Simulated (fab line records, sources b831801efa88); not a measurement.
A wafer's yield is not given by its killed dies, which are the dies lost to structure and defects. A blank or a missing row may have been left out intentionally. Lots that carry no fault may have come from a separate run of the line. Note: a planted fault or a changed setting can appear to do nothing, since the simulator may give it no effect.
Comparing a struck lot with a sound one :: flow sky130 :: 15 steps out of a route of 708
Sound: these wafers, L418.2, L418.5, L418.6. Struck: wafer L430.5 (left out: L430.4, L430.6 of the same lot, which were not struck); the cause appears at the end.
Order at every step that has rows: each side's tool, ch and its chambers, its first start. Under that, the readings that differ: sound wafers :: struck wafers :: difference of the means :: sigmas: that difference in standard deviations of wafers without a fault.
alike: words and numbers the same on both sides, and readings whose means are apart by under 2 such deviations; not compared: readings that were withheld, readings missing a value for some wafer, numbers with overlapping values and no deviation given by the record, and bounds like >300 which may hide the same value.
Wherever a step has rows on one side only, a row that says differs or no value, or a row with sigmas, the two part there. Non-overlapping numbers with no deviation appear without sigmas and do not part them. Lack of a reading on every wafer of one side parts them only where that side has two or more wafers.

first, 4 steps without rows for these wafers: SKY_LI_CONTACT_SOFTBAKE_08 (time 90 s); SKY_LI_CONTACT_EXPOSE_09 (exposes mask LICM1, target cd 170 nm); SKY_LI_CONTACT_PEB_10; SKY_LI_CONTACT_DEVELOP_11 (develop time 60 s).
SKY_LI_CONTACT_CD_MEAS_12: target cd 170 nm.
  sound: cdSem-02 at day 30 14:55; struck: cdSem-01 at day 34 23:12
  alike: cdNm
SKY_LI_CONTACT_OVL_MEAS_13:
  sound: overlay-01 at day 30 15:01; struck: overlay-01 at day 34 23:17
  alike: LI_CONTACT_OVL
SKY_LI_CONTACT_ETCH_14: etches BARC in N2/H2, stops on SiO2, time 45.9 s, target depth 60 nm.
  sound on rieDiel-03 ch 2,3, day 30 15:02; struck on rieDiel-02 ch 3, day 34 23:17
  alike: drypumpMotorCurrentA, n2FlowSccm, oesProductAu, throttleValvePct
  not compared: rfHoursCounterH
SKY_LI_CONTACT_ETCH_15: etches PSG in C4F8/O2/Ar, stops on Si, target depth 600 nm.
  sound on rieDiel-03 ch 2,3, day 30 15:05; struck on rieDiel-02 ch 3, day 34 23:20
  alike: oesProductAu
SKY_LI_CONTACT_STRIP_16: strips in O2/N2.
  sound on plasmaAsher-02 ch 0,1, day 30 15:10; struck on plasmaAsher-04 ch 1, day 34 23:27
  alike: drypumpMotorCurrentA, n2FlowSccm, oesProductAu, stripTimeToEndpointS
  not compared: rfHoursCounterH
then, 2 steps without rows for these wafers: SKY_LI_CONTACT_CLEAN_17 (cleans in NMP, time 600 s); SKY_LI_CONTACT_PRE_CLEAN_18 (time 5.6 s).
SKY_LI_CONTACT_SPUTTER_19: material Ti, target thk 20 nm, time 106.37 s.
  sound: pvdSputter-02 at day 30 15:28; struck: pvdSputter-02 at day 34 23:44
  alike: throttleValvePct
SKY_LI_CONTACT_SPUTTER_20: material TiN, target thk 20 nm, time 80 s.
  sound: pvdSputter-02 at day 30 15:32; struck: pvdSputter-02 at day 34 23:49
reading: model.TiN_of_LI_CONTACT_SPUTTER_20.thkNm (nm)
sound: 20.18 20.32 20.24
struck: 19.5
difference: -0.7
sigmas: 
  alike: throttleValvePct
SKY_LI_CONTACT_CVD_21: deposits W, target thk 400 nm, time 120.56 s.
  sound on cvdW-02 ch 0,1, day 30 15:36; struck on cvdW-01 ch 0, day 34 23:55
reading: heaterPowerW (W)
sound: 841 851 865
struck: 796
difference: -56
sigmas: -3
-- a jump in the record: the struck wafers' starts before and after are 15 days apart (it breaks off in module LI_CONTACT and resumes in module PAD_OPEN, where the first step shown is number 708 of the route) --
SKY_PAD_OPEN_PROBE_99:
  sound: prober-02 at day 46 20:43; struck: prober-02 at day 49 21:41
  alike: killed_at_M0_to_M3, killed_at_M4_up, killedAtContacts, killedAtFrontEnd, killedAtOther, killedDies, killedOpen, killedShort

== WHERE THEY PART ==
Only at SKY_LI_CONTACT_CVD_21, as far as this record shows. Later steps at which nothing parts them and some readings are alike: SKY_PAD_OPEN_PROBE_99.

WHY: what had been put in by the simulator
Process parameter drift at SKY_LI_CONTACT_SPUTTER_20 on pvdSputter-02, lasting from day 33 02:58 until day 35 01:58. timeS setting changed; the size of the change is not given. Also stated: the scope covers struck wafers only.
